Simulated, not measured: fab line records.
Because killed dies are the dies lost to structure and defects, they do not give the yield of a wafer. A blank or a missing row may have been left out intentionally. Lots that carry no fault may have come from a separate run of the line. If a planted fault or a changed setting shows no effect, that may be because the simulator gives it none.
fab line records | flow sfq-line
record lots=14 | wafers=42 | last-day=96
route steps=325 shown I2@103
lots that met no fault: taken from a fault-free run of the same line
start-h: hours from the record's opening day to when the first of the lot's shown wafers began | wait-h: hours from the lot's prior step to this one | " unchanged from the row above | L1.1+2: one row covering several wafers at once | - no value, or no start given | * or withheld: withheld | < > ~ a bound
route shown NAME@n: a module of which the file shows steps, and the number in the route of the first | usual: the fault-free wafers' mean and standard deviation | same: alike in all rows | chamber/n: place in a boat | sites: per-site readings | _std_site: standard deviation of those values | _edge_site: inner sites' mean taken away from outer sites' mean | radius-mm: for every site, how far away it sits from the centre of the wafer | mask NAME#n: copy n | behind: the last tool/chamber to shape the wafer | hold: the reason the lot was held/the length of the hold in hours/how it ended | device: whichever transistor did not switch (one of n, p or np) | end of line: the tests these same wafers got at the end of their route | for a step that has no rows: nothing shown but its recipe | killed: dies lost to structure and defects at the first sort, not the wafer's yield | map: shows each die of a wafer: x if killed, . if not, _ if none is there
set.NAME: the setting the step ran with; set.NAME@STEP: the setting that earlier step ran with | model.NAME: the simulator's own value behind a step, which no gauge read
the route's steps for a sample of lots (tables are steps, rows are wafers)
services: from which hour (start-h, from the record's first day; less than 0 if before it) a tool's chamber was out of use, for how many hours, and why
## steps
# step SFQ_TRILAYER_I2_DEP_PECVD_063
# recipe material=SiO2 | temp-c=150 | time-s=111.11 | pressure-torr=2.4 | rf-w=183.3 | precursor=SiH4/N2O | target-thk-nm=500
# usual heater-power-w=82/17 | rf-fwd-power-W=182.4/0.54 | throttle-valve-pct=24.3/0.53
lot.wafer | tool     | chamber | start-h | wait-h | heater-power-w | rf-fwd-power-W | throttle-valve-pct
L993.1    | pecvd-03 | 1       | 883.47  | 0.0    | 83             | 182.9          | 23.9
L993.5    | "        | 2       | "       | "      | 78             | 182.1          | 23.2
L993.6    | "        | 0       | "       | "      | 66             | 182.0          | 23.6
L994.2    | pecvd-02 | 0       | 905.19  | 0.0    | 90             | 182.7          | 24.6
L994.3    | "        | 1       | "       | "      | 61             | 182.6          | 24.3
L994.4    | "        | 2       | "       | "      | 93             | 182.1          | 24.7
L997.1    | pecvd-02 | 0       | 929.46  | 0.0    | 83             | 182.3          | 24.6
L997.4    | "        | 0       | "       | "      | 87             | 182.8          | 24.6
L997.6    | "        | 1       | "       | "      | 58             | 182.4          | 24.3
L999.1    | pecvd-03 | 0       | 951.46  | 0.0    | 48             | 211.5          | 23.8
L999.5    | "        | 1       | "       | "      | 68             | 212.9          | 24.1
L999.6    | "        | 2       | "       | "      | 79             | 212.7          | 23.1
L100.4    | pecvd-03 | 1       | 956.02  | 0.0    | 75             | 211.5          | 24.2
L100.5    | "        | 0       | "       | "      | 60             | 211.4          | 23.9
L100.6    | "        | 2       | "       | "      | 68             | 211.7          | 23.6
L101.1    | pecvd-02 | 1       | 965.97  | 0.0    | 61             | 182.7          | 24.3
L101.4    | "        | 0       | "       | "      | 81             | 183.3          | 24.8
L101.6    | "        | 2       | "       | "      | 96             | 182.7          | 24.5
L107.1    | pecvd-04 | 2       | 996.91  | 0.0    | 92             | 182.2          | 24.8
L107.4    | "        | 1       | "       | "      | 134            | 182.6          | 23.4
L107.5    | "        | 0       | "       | "      | 69             | 182.5          | 24.8
L109.1    | pecvd-02 | 2       | 1027.16 | 0.0    | 80             | 182.4          | 24.9
L109.2    | "        | 0       | "       | "      | 83             | 182.8          | 24.9
L109.6    | "        | 0       | "       | "      | 87             | 181.4          | 24.9
L110.1    | pecvd-03 | 0       | 1040.16 | 0.0    | 57             | 182.0          | 24.2
L110.2    | "        | 2       | "       | "      | 95             | 183.0          | 23.7
L110.6    | "        | 0       | "       | "      | 58             | 182.4          | 23.8
L111.1    | pecvd-04 | 2       | 1058.07 | 0.0    | 96             | 182.2          | 24.9
L111.3    | "        | 0       | "       | "      | 79             | 182.3          | 25.1
L111.6    | "        | 1       | "       | "      | 130            | 182.5          | 23.5
L112.3    | pecvd-03 | 2       | 1064.07 | 0.0    | 96             | 181.9          | 23.6
L112.5    | "        | 0       | "       | "      | 71             | 182.1          | 23.8
L112.6    | "        | 1       | "       | "      | 83             | 182.6          | 24.3
L113.2    | pecvd-03 | 1       | 1072.47 | 0.0    | 93             | 182.6          | 24.5
L113.4    | "        | 1       | "       | "      | 94             | 182.6          | 24.4
L113.6    | "        | 2       | "       | "      | 89             | 182.9          | 23.8
L114.4    | pecvd-02 | 0       | 1082.13 | 0.0    | 85             | 182.5          | 25.0
L114.5    | "        | 2       | "       | "      | 89             | 181.6          | 24.4
L114.6    | "        | 1       | "       | "      | 59             | 182.5          | 24.4
L115.2    | pecvd-04 | 1       | 1086.87 | 0.0    | 133            | 181.4          | 23.7
L115.5    | "        | 2       | "       | "      | 94             | 181.5          | 25.4
L115.6    | "        | 1       | "       | "      | 131            | 180.8          | 23.6
## services
tool     | chamber | start-h | hours | kind
pecvd-04 | 0       | 880.66  | 27.1  | repair
pecvd-03 | -       | 944.08  | 0.5   | repair
pecvd-03 | 2       | 960.24  | 7.8   | repair
pecvd-04 | -       | 965.12  | 6.0   | pm
pecvd-04 | -       | 978.57  | 2.8   | pm
pecvd-02 | -       | 990.02  | 0.7   | repair
pecvd-02 | -       | 996.58  | 0.4   | repair
pecvd-02 | -       | 1006.70 | 0.8   | pm
pecvd-04 | -       | 1034.33 | 1.4   | repair
pecvd-02 | -       | 1045.16 | 1.0   | repair
pecvd-04 | 2       | 1051.17 | 4.2   | repair
## key
first-sign step=SFQ_TRILAYER_I2_DEP_PECVD_063 | reading=rf-fwd-power-W | direction=up | sigmas=55 | usual=182.4 | struck=211.9
effect none on later readings
met-at SFQ_TRILAYER_I2_DEP_PECVD_063
struck-lots L999,L100
onset-between 883.47 951.46
fault kind=process-parameter-drift | tool=pecvd-03 | chamber=- | onset-h=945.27 | steps=SFQ_TRILAYER_I2_DEP_PECVD_063 | channel=rf-w | offset=29.328 | shape=step | end-h=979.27 | acts-in=these-recipes-only | stated=183.3
